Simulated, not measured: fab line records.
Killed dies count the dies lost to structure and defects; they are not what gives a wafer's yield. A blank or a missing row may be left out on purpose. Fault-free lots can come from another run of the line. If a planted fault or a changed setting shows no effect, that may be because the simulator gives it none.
Which tool is to blame? / flow sky130 / 33 wafers from 11 lots sampled at 4 of the route's 708 steps

WHAT EACH GAUGE READ, for each wafer
SKY_LDD_N_TW_MEAS_17.
lot=L544; measured=day 18 06:05; on=film_metro-02; LDD_N_TW=2585 2601 2594
lot=L547; measured=day 19 08:50; on=film_metro-02; LDD_N_TW=2591 2585 2597
lot=L548; measured=day 20 11:06; on=film_metro-03; LDD_N_TW=2465 2454 2469
lot=L549; measured=day 20 12:17; on=film_metro-03; LDD_N_TW=2543 2542 2519
lot=L551; measured=day 21 02:47; on=film_metro-03; LDD_N_TW=2459 2451 2462
lot=L559; measured=day 23 14:43; on=film_metro-02; LDD_N_TW=2596 2601 2599
lot=L561; measured=day 24 11:38; on=film_metro-04; LDD_N_TW=2535 2525 2548
lot=L562; measured=day 24 22:17; on=film_metro-03; LDD_N_TW=2511 2540 2521
lot=L563; measured=day 25 02:14; on=film_metro-04; LDD_N_TW=2562 2558 2545
lot=L565; measured=day 25 21:15; on=film_metro-03; LDD_N_TW=2526 2530 2530
lot=L566; measured=day 26 02:35; on=film_metro-03; LDD_N_TW=2537 2551 2523

EACH LOT AND THE TOOL THAT RAN IT (in order: tool; ch and the chambers of the sampled wafers; start)
lot=L544; SKY_RES_PROTECT_STRIP_07=plasma_asher-01 ch 0,1, day 15 14:18; SKY_LDD_N_IMPLANT_09=implanter-02 ch 0, day 18 04:58; SKY_LDD_N_STRIP_16=plasma_asher-02 ch 0,1, day 18 05:59
lot=L547; SKY_RES_PROTECT_STRIP_07=plasma_asher-02 ch 0,1, day 16 16:57; SKY_LDD_N_IMPLANT_09=implanter-02 ch 0, day 19 07:41; SKY_LDD_N_STRIP_16=plasma_asher-02 ch 0,1, day 19 08:44
lot=L548; SKY_RES_PROTECT_STRIP_07=plasma_asher-01 ch 0,1, day 17 15:20; SKY_LDD_N_IMPLANT_09=implanter-02 ch 0, day 20 09:59; SKY_LDD_N_STRIP_16=plasma_asher-02 ch 0,1, day 20 11:01
lot=L549; SKY_RES_PROTECT_STRIP_07=plasma_asher-04 ch 0,1, day 17 15:36; SKY_LDD_N_IMPLANT_09=implanter-04 ch 0, day 20 11:08; SKY_LDD_N_STRIP_16=plasma_asher-03 ch 0,1, day 20 12:11
lot=L551; SKY_RES_PROTECT_STRIP_07=plasma_asher-02 ch 0,1, day 18 08:08; SKY_LDD_N_IMPLANT_09=implanter-02 ch 0, day 21 01:38; SKY_LDD_N_STRIP_16=plasma_asher-04 ch 1, day 21 02:41
lot=L559; SKY_RES_PROTECT_STRIP_07=plasma_asher-01 ch 0,1, day 20 21:37; SKY_LDD_N_IMPLANT_09=implanter-01 ch 0, day 23 13:37; SKY_LDD_N_STRIP_16=plasma_asher-02 ch 0,1, day 23 14:37
lot=L561; SKY_RES_PROTECT_STRIP_07=plasma_asher-02 ch 0,1, day 21 17:51; SKY_LDD_N_IMPLANT_09=implanter-02 ch 0, day 24 10:29; SKY_LDD_N_STRIP_16=plasma_asher-03 ch 0,1, day 24 11:32
lot=L562; SKY_RES_PROTECT_STRIP_07=plasma_asher-02 ch 0,1, day 22 03:44; SKY_LDD_N_IMPLANT_09=implanter-02 ch 0, day 24 21:08; SKY_LDD_N_STRIP_16=plasma_asher-02 ch 0,1, day 24 22:11
lot=L563; SKY_RES_PROTECT_STRIP_07=plasma_asher-04 ch 0,1, day 22 07:17; SKY_LDD_N_IMPLANT_09=implanter-02 ch 0, day 25 01:07; SKY_LDD_N_STRIP_16=plasma_asher-03 ch 0,1, day 25 02:08
lot=L565; SKY_RES_PROTECT_STRIP_07=plasma_asher-04 ch 0,1, day 23 03:53; SKY_LDD_N_IMPLANT_09=implanter-01 ch 0, day 25 20:08; SKY_LDD_N_STRIP_16=plasma_asher-02 ch 0,1, day 25 21:10
lot=L566; SKY_RES_PROTECT_STRIP_07=plasma_asher-04 ch 0,1, day 23 10:26; SKY_LDD_N_IMPLANT_09=implanter-01 ch 0, day 26 01:26; SKY_LDD_N_STRIP_16=plasma_asher-03 ch 0,1, day 26 02:29
- SKY_RES_PROTECT_STRIP_07: strips in O2/N2.
- SKY_LDD_N_IMPLANT_09
- SKY_LDD_N_STRIP_16: strips in O2/N2.

THE ANSWER, worked out from the rows above alone
Rule: what is usual is taken from the lots themselves. Put in order of their means at a reading, lots are off if they are a third of the lots or fewer, leave a main group of 4 or more, and stand apart from it by a gap of 3 or more times the standard deviation of the main group's means; of several such gaps the widest counts. The tables above print the reading to a certain number of digits; a main group whose means all agree to those digits is not used. A lot without any number at a reading at which 4 lots or more have one is off too. All remaining lots with rows at the step are treated as sound.
No lot is off on any of the readings shown, so nothing can be concluded from this.

WHAT WAS PUT IN BY THE SIMULATOR
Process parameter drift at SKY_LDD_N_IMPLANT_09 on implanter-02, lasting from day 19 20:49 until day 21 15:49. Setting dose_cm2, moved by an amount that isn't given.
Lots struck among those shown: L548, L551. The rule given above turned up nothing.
